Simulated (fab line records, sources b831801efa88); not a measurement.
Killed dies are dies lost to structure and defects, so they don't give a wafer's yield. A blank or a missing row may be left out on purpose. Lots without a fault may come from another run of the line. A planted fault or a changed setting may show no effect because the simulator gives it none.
fab line records | flow sky130
record lots=12 wafers=36 last_day=50
route steps=708 shown METAL1@437 VIA1@466 PAD_OPEN@708
lots that met no fault: from a run of the same line without faults
start_h: hours from the record's first day to the start of the lot's first wafer shown | wait_h: hours since the lot's step before | " the same as in the row above | L1.1+2: a row that stands for several wafers | - no value, or no start given | * or withheld: withheld | < > ~ a bound
route shown NAME@n: a module of which the file shows steps, and the number in the route of the first | usual: mean/standard deviation of fault-free wafers | same: alike in all rows | chamber/n: place in a boat | sites: the reading at each site | _std_site: their standard deviation | _edge_site: outer sites' mean less inner sites' | radius_mm: how far each site lies from the wafer's centre | mask NAME#n: copy n | behind: the tool/chamber that last shaped the wafer | hold: why the lot was held/for how many hours/how that ended | device: the transistor (n, p or np) that didn't switch | end of line: the same wafers' tests at the end of the route | a step without rows: its recipe alone | killed: dies lost to structure and defects at the first sort, not the wafer's yield | map: a wafer's dies, x killed, . not, _ none there
set.NAME: the setting as run; set.NAME@STEP: as run at that earlier step | model.NAME: the simulator's own value behind a step, which no gauge read
steps of the route over a sample of lots; a table a step, a row a wafer
services: from which hour (start_h, from the record's first day; less than 0 if before it) a tool's chamber was out of use, for how many hours, and why
## steps
# step SKY_METAL1_SPUTTER_03
# recipe material=Ti target_thk_nm=5 power_w=3000 time_s=3.3 chamber_pressure_pa=0.4
# usual throttle_valve_pct=29.8/1
# same time_s=3.3
# columns lot.wafer tool chamber start_h wait_h throttle_valve_pct
L903.3 pvd_sputter-01 - 736.25 0.0 30.7
L903.4 " - " " 30.9
L903.5 " - " " 29.0
L905.1 pvd_sputter-04 - 749.48 0.0 27.7
L905.3 " - " " 28.8
L905.6 " - " " 30.3
L910.2 pvd_sputter-01 - 803.52 0.0 29.1
L910.4 " - " " 30.8
L910.6 " - " " 29.4
L911.1 pvd_sputter-04 - 814.70 0.0 29.0
L911.2 " - " " 27.7
L911.3 " - " " 29.0
L913.2 pvd_sputter-04 - 823.37 0.0 29.2
L913.4 " - " " 27.6
L913.5 " - " " 30.0
L916.1 pvd_sputter-01 - 843.97 0.0 30.4
L916.4 " - " " 29.4
L916.6 " - " " 30.5
L915.3 pvd_sputter-02 - 844.28 0.0 31.3
L915.4 " - " " 29.9
L915.6 " - " " 28.9
L918.2 pvd_sputter-01 - 854.46 0.0 29.3
L918.4 " - " " 30.9
L918.6 " - " " 30.5
L919.1 pvd_sputter-02 - 860.60 0.0 28.7
L919.2 " - " " 29.5
L919.4 " - " " 31.3
L922.1 pvd_sputter-01 - 879.19 0.0 30.3
L922.4 " - " " 29.2
L922.5 " - " " 31.0
L923.2 pvd_sputter-04 - 895.02 0.0 28.6
L923.4 " - " " 27.6
L923.5 " - " " 27.8
L924.1 pvd_sputter-01 - 901.32 0.0 30.7
L924.3 " - " " 29.3
L924.6 " - " " 30.8
# step SKY_METAL1_DESCUM_17
# recipe chemistry=O2 source_power_w=150 bias_power_w=0 pressure_mtorr=10 temp_c=40 time_s=8
# usual drypump_motor_current_A=5.69/0.27 oes_product_au=0.993/0.01
# same time_s=8
# columns lot.wafer tool chamber start_h wait_h drypump_motor_current_A oes_product_au rf_hours_counter_h
L903.3 rie_metal-04 1 763.57 0.0 5.77 0.997 -
L903.4 " 0 " " 5.16 0.982 -
L903.5 " 1 " " 5.78 1.011 -
L905.1 rie_metal-02 0 776.36 0.0 5.75 0.994 9
L905.3 " 0 " " 5.78 0.998 -
L905.6 " 0 " " 5.77 0.984 -
L910.2 rie_metal-04 0 830.19 0.0 5.19 0.988 12
L910.4 " 0 " " 5.17 0.986 -
L910.6 " 0 " " 5.17 0.991 -
L911.1 rie_metal-02 1 840.69 0.0 5.89 0.992 4
L911.2 " 0 " " 5.77 0.994 11
L911.3 " 1 " " 5.94 0.992 -
L913.2 rie_metal-04 0 849.39 0.0 5.20 0.987 13
L913.4 " 1 " " 5.77 1.002 -
L913.5 " 0 " " 5.18 0.983 -
L916.1 rie_metal-04 0 870.09 0.0 5.17 0.983 14
L916.4 " 1 " " 5.78 1.021 -
L916.6 " 0 " " 5.19 0.993 -
L915.3 rie_metal-03 1 870.55 0.0 5.71 0.973 -
L915.4 " 0 " " 5.96 0.984 -
L915.6 " 1 " " 5.71 0.971 -
L918.2 rie_metal-04 1 880.41 0.0 5.77 1.021 10
L918.4 " 0 " " 5.18 0.983 -
L918.6 " 1 " " 5.77 1.011 -
L919.1 rie_metal-02 0 886.64 0.0 5.76 0.995 13
L919.2 " 1 " " 5.87 1.010 6
L919.4 " 0 " " 5.76 0.984 -
L922.1 rie_metal-03 1 905.14 0.0 5.71 0.978 11
L922.4 " 1 " " 5.70 0.974 -
L922.5 " 1 " " 5.70 0.987 -
L923.2 rie_metal-02 1 920.14 0.0 5.95 0.991 7
L923.4 " 1 " " 5.97 0.993 -
L923.5 " 0 " " 5.75 0.992 -
L924.1 rie_metal-02 1 925.96 0.0 5.91 0.992 8
L924.3 " 1 " " 5.96 1.001 -
L924.6 " 1 " " 5.92 0.996 -
# step SKY_VIA1_SOFTBAKE_08
# recipe temp_c=100 time_s=90 resist=KrF-thick
# usual heater_power_total_W=57.35/0.11 resist_line_temp_C=23.00/0.11 run_length_s=119.27/0.16
# columns lot.wafer tool chamber start_h wait_h heater_power_total_W resist_line_temp_C run_length_s
L903.3 litho_track-04 0 778 - 57.26 22.88 119.44
L903.4 " 0 779 - 57.41 23.05 119.39
L903.5 " 0 " " 57.43 22.83 119.49
L905.1 litho_track-03 0 790 - 57.31 22.95 118.99
L905.3 " 0 " " 57.38 22.99 119.11
L905.6 " 0 " " 57.41 22.92 119.00
L910.2 litho_track-02 0 845 - 61.62 23.08 101.48
L910.4 " 0 " " 61.82 22.94 101.44
L910.6 " 0 " " 61.71 23.07 101.73
L911.1 litho_track-03 0 853 - 57.23 23.02 119.42
L911.2 " 0 " " 57.35 22.93 118.97
L911.3 " 0 " " 57.45 22.98 119.06
L913.2 litho_track-02 0 864 - 61.63 23.08 101.56
L913.4 " 0 " " 61.82 23.07 101.34
L913.5 " 0 " " 61.69 23.08 101.38
L916.1 litho_track-04 0 883 - 57.52 22.96 119.29
L916.4 " 0 " " 57.22 23.04 119.42
L916.6 " 0 " " 57.22 22.93 119.39
L915.3 litho_track-03 0 884 - 57.48 22.97 119.05
L915.4 " 0 " " 57.21 23.15 119.00
L915.6 " 0 " " 57.24 22.96 119.05
L918.2 litho_track-04 0 895 - 57.18 23.01 119.50
L918.4 " 0 " " 57.46 23.09 119.28
L918.6 " 0 " " 57.51 23.15 119.36
L919.1 litho_track-04 0 900 - 57.37 22.93 119.35
L919.2 " 0 " " 57.28 23.13 119.27
L919.4 " 0 " " 57.36 23.00 119.59
L922.1 litho_track-02 0 919 - 57.30 23.07 119.21
L922.4 " 0 " " 57.22 23.20 119.15
L922.5 " 0 " " 57.24 22.82 119.21
L923.2 litho_track-02 0 933 - 57.38 22.91 119.25
L923.4 " 0 " " 57.13 22.77 119.43
L923.5 " 0 " " 57.27 23.10 119.31
L924.1 litho_track-02 0 939 - 57.20 22.76 119.37
L924.3 " 0 " " 57.35 22.74 119.24
L924.6 " 0 " " 57.34 22.77 119.15
# step SKY_VIA1_CD_MEAS_12
# recipe target_cd_nm=150
# usual cd_nm=150.2/1.8
# columns lot.wafer tool chamber start_h wait_h cd_nm
L903.3 cd_sem-02 - 791.89 - 148.7
L903.4 " - " " 149.2
L903.5 " - " " 149.1
L905.1 cd_sem-02 - 804.10 - 150.4
L905.3 " - " " 151.8
L905.6 " - " " 151.4
L910.2 cd_sem-01 - 857.63 - 150.8
L910.4 " - " " 149.6
L910.6 " - " " 146.6
L911.1 cd_sem-01 - 867.45 - 149.7
L911.2 " - " " 148.8
L911.3 " - " " 149.6
L913.2 cd_sem-01 - 876.61 - 150.4
L913.4 " - " " 150.6
L913.5 " - " " 149.5
L916.1 cd_sem-02 - 897.19 - 152.5
L916.4 " - " " 151.9
L916.6 " - " " 151.0
L915.3 cd_sem-01 - 897.58 - 151.3
L915.4 " - " " 154.0
L915.6 " - " " 150.8
L918.2 cd_sem-02 - 907.36 - 149.9
L918.4 " - " " 149.8
L918.6 " - " " 150.2
L919.1 cd_sem-01 - 912.70 - 150.4
L919.2 " - " " 150.1
L919.4 " - " " 151.1
L922.1 cd_sem-02 - 930.66 - 148.0
L922.4 " - " " 147.8
L922.5 " - " " 146.5
L923.2 cd_sem-02 - 946.38 - 150.7
L923.4 " - " " 149.3
L923.5 " - " " 148.9
L924.1 cd_sem-02 - 951.34 - 148.5
L924.3 " - " " 148.3
L924.6 " - " " 147.1
# step SKY_PAD_OPEN_PROBE_99
# usual defect_limited_yield=81.8/2 killed_at_M0_to_M3=44/7.5 killed_at_M4_up=3.3/1.8 killed_at_contacts=25/5.9 killed_at_front_end=16/4.7 killed_at_other=0.3/0.52 killed_dies=89/9.9 killed_open=49/7.8 killed_short=40/5.8 sort_bin_3_pad_short=0.9/0.43 sort_bin_5_function=10.8/1.5 sort_bin_6_memory=6.4/1.1 sort_n_pass=403/9.9 sort_yield_pct=81.8/2
# same gross_dies=492 killed_at_back_side=0 sort_bin_4_leakage[%]=0 sort_bin_8_speed[%]=0
# columns lot.wafer tool chamber start_h wait_h defect_limited_yield[%] killed_at_M0_to_M3 killed_at_M4_up killed_at_contacts killed_at_front_end killed_at_other killed_dies killed_open killed_short sort_bin_3_pad_short[%] sort_bin_5_function[%] sort_bin_6_memory[%] sort_n_pass sort_yield_pct[%]
L911.1 prober-01 - 1133.08 0.1 80.1 53 1 21 23 0 98 55 43 1.0 10.6 8.3 394 80.1
L913.2 prober-02 - 1141.86 0.1 81.1 41 3 37 12 0 93 54 39 0.6 10.2 8.1 399 81.1
L913.4 prober-02 - 1141.96 0.2 82.5 49 1 22 14 0 86 44 42 1.2 10.6 5.7 406 82.5
L913.5 prober-02 - 1142.01 0.2 79.9 44 2 36 17 0 99 59 40 0.6 10.8 8.7 393 79.9
# killed by level:class
L911.1 VIA1:geometric_particle:open=17 FIELD_ISO:geometric_particle:short=9 VIA2:geometric_particle:open=8 CONTACT:geometric_particle:open=7 VIA1:geometric_particle:short=7 POLY_GATE:geometric_particle:open=6 LOCAL_INTERCONNECT:geometric_particle:short=6 VIA3:geometric_particle:open=5
L913.2 CONTACT:geometric_particle:open=12 LI_CONTACT:geometric_particle:open=11 CONTACT:geometric_particle:short=9 VIA1:geometric_particle:open=9 VIA3:geometric_particle:open=7 POLY_GATE:geometric_particle:open=6 LOCAL_INTERCONNECT:geometric_particle:short=4 VIA2:geometric_particle:open=4
L913.4 VIA1:geometric_particle:open=13 CONTACT:geometric_particle:open=8 LI_CONTACT:geometric_particle:open=7 VIA1:geometric_particle:short=7 METAL2:geometric_particle:short=6 VIA3:geometric_particle:open=5 POLY_GATE:geometric_particle:short=4 VIA3:geometric_particle:short=4
L913.5 CONTACT:geometric_particle:open=13 VIA1:geometric_particle:open=13 LI_CONTACT:geometric_particle:open=7 LOCAL_INTERCONNECT:geometric_particle:short=7 VIA3:geometric_particle:open=7 POLY_GATE:geometric_particle:short=5 LI_CONTACT:geometric_particle:short=5 FIELD_ISO:geometric_particle:open=4
## services
# columns tool chamber start_h hours kind
litho_track-02 - 722.39 - consumable_replace:filter
rie_metal-04 - 725.96 1.1 repair
pvd_sputter-02 - 747.81 3.5 repair
rie_metal-02 1 755.75 7.5 repair
rie_metal-02 - 771.90 2.8 pm
litho_track-02 - 788.65 - consumable_replace:filter
rie_metal-03 1 802.63 4.2 repair
pvd_sputter-02 - 810.81 4.5 repair
rie_metal-04 1 818.79 1.1 repair
pvd_sputter-02 - 845.70 5.3 repair
pvd_sputter-02 - 882.27 3.4 repair
rie_metal-04 - 907.89 4.0 pm
pvd_sputter-04 - 921.83 1.7 repair
pvd_sputter-02 - 933.33 1.2 repair
pvd_sputter-02 - 935.67 5.1 repair
## key
first_sign step=SKY_VIA1_SOFTBAKE_08 reading=run_length_s direction=down sigmas=99+ usual=* struck=*
effect step=SKY_VIA1_SOFTBAKE_08 reading=heater_power_total_W direction=up sigmas=39 usual=* struck=*
met_at SKY_VIA1_SOFTBAKE_08
struck_lots L910,L913
loop_trim step=SKY_VIA1_EXPOSE_09 setting=dose lots=L913
not_acting_at SKY_METAL1_SPUTTER_03,SKY_METAL1_DESCUM_17,SKY_VIA1_CD_MEAS_12
fault kind=process_parameter_drift tool=litho_track-02 chamber=- onset_h=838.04 steps=SKY_VIA1_SOFTBAKE_08 channel=time_s offset=* shape=step end_h=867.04 acts_in=* stated=*
# loop_trim: a control loop set the setting to another value than it would have without faults
